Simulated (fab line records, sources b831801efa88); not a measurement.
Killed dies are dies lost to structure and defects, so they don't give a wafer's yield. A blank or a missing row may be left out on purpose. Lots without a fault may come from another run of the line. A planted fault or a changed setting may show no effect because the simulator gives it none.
Problem report in the 8D (eight disciplines) form, filled by code | flow gf180mcu | the parts of the form that need people (team, actions taken, sign-off) are left out

1. THE PROBLEM
DNWELL_TW at GF_DNWELL_TW_MEAS_09 reads a mean of 1152 on 6 wafers of 2 lots; wafers without a fault read 1342 with a standard deviation of 15. That is -13 standard deviations from the usual mean.
First seen on wafer L594.2, day 6 23:30, on film_metro-01. The record holds 39 wafers of 13 lots with a number at this step. Rule for "out", or "out of limits": more than 4 standard deviations from the usual mean. The other wafers with a number count as sound.

2. WHAT IT IS AND WHAT IT IS NOT
question                    | is                           | is not
which readings at this step | DNWELL_TW                    | -
which lots                  | L594, L595                   | L578, L579, L581, L582, L583, L584, L585, L587, L596, L597, L598
which wafers of those lots  | all that have a number       | -
read on which gauges        | film_metro-01, film_metro-03 | film_metro-04
when                        | from day 6 23:30             | up to then (24 sound wafers); but 9 sound wafers of L596, L597, L598 came after

3. SUSPECTS, AND WHAT RULES EACH OUT
Counting: a tool at a process step up to the reading stays a suspect if it ran every lot that is out and no sound lot after the first of them.
- the gauge at GF_DNWELL_TW_MEAS_09: ruled out. The wafers that are out were read on 2 gauges (film_metro-01, film_metro-03).
- implanter-04 at GF_DNWELL_IMPLANT_07: kept. It ran every lot that is out, first L594 (day 6 23:16), and no sound lot after that; its last sound lot up to then is L581 (day 4 02:20). Its own readings are out on those wafers: dose_ions_cm2, faraday_current_uA.
Left after counting: implanter-04 at GF_DNWELL_IMPLANT_07.

4. THE CAUSE (what the simulator had put in)
Process parameter drift: implanter-04, from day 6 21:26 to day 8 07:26, at GF_DNWELL_IMPLANT_07. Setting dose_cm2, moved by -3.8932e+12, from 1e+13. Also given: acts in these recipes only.
Counting left only this tool.

5. THE CHAIN OF EFFECTS, in route order
Each row: a reading whose mean over the struck wafers that have a number lies more than 3 standard deviations from the usual. Only readings for which the record gives a usual standard deviation are gone through. hours: the time from each lot's start at the first step in this table that gives one to its start at this step, as a median over the lots. sigmas: the change in usual standard deviations.
hours | step                 | reading            | usual     | on struck wafers | change     | sigmas
0     | GF_DNWELL_IMPLANT_07 | dose_ions_cm2      | 9.998e+12 | 6.106e+12        | -3.892e+12 | -99 or more
0     | GF_DNWELL_IMPLANT_07 | faraday_current_uA | 56.5      | 34.0             | -22.5      | -20
0     | GF_DNWELL_TW_MEAS_09 | DNWELL_TW          | 1342      | 1152             | -190       | -13
The process steps in it:
- GF_DNWELL_IMPLANT_07
Later measuring or inspecting steps at which every struck wafer that the step has a row for has a number for every such reading, and none has moved that far: GF_VT_IMPLANT_OVL_MEAS_07, GF_VT_IMPLANT_TW_MEAS_21.

6. WHAT WOULD HAVE CAUGHT IT SOONER
In this record the first reading out of limits at a measuring or inspecting step was taken at day 6 23:30, 2 hours after the fault began at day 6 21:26.
The tool's own readings at GF_DNWELL_IMPLANT_07 were out on every struck wafer that the step has a row for (dose_ions_cm2, faraday_current_uA): an alarm limit on them would have fired on the first of those.
Of the lots that are out (2), L595 began GF_DNWELL_IMPLANT_07 on implanter-04 after day 6 23:30. A hold on the tool at that time would have spared it.
